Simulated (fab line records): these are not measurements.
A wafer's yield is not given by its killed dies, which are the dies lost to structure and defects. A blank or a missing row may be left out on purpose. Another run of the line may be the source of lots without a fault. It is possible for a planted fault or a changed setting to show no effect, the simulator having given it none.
Which tool was responsible? -- flow gf180mcu -- route of 602 steps, sampled at 1 step: 6 lots, 18 wafers

## WHAT THE GAUGES SHOWED, per wafer
GF_LVPWELL_TW_MEAS_11.
lot,measured,on,LVPWELL_TW
L949,day 4 06:31,film_metro-03,550 555 555
L952,day 4 21:15,film_metro-01,554 553 556
L957,day 5 23:19,film_metro-03,557 555 555
L964,day 7 14:04,film_metro-03,554 554 550
L967,day 8 08:15,film_metro-03,553 550 552
L969,day 8 20:05,film_metro-01,556 557 557

## TOOL THAT RAN EACH LOT (tool first, then ch and the chambers of the sampled wafers, then the start)
The record holds no process step before these readings.

## THE ANSWER, worked out from the rows above alone
Rule: the usual values come from the lots themselves. Put in order of their means at a reading, lots are off if they are a third of the lots or fewer, leave a main group of 4 or more, and stand apart from it by a gap of 3 or more times the standard deviation of the main group's means; of several such gaps the widest counts. A main group is skipped when, at the precision printed for the reading in the tables above, its means are all equal. Also off: a lot with no number at a reading for which 4 or more lots have one. The other lots that the step has rows for count as sound.
No lot is off at any reading shown: from this, nothing can be told.

## WHAT THE SIMULATOR HAD PUT IN
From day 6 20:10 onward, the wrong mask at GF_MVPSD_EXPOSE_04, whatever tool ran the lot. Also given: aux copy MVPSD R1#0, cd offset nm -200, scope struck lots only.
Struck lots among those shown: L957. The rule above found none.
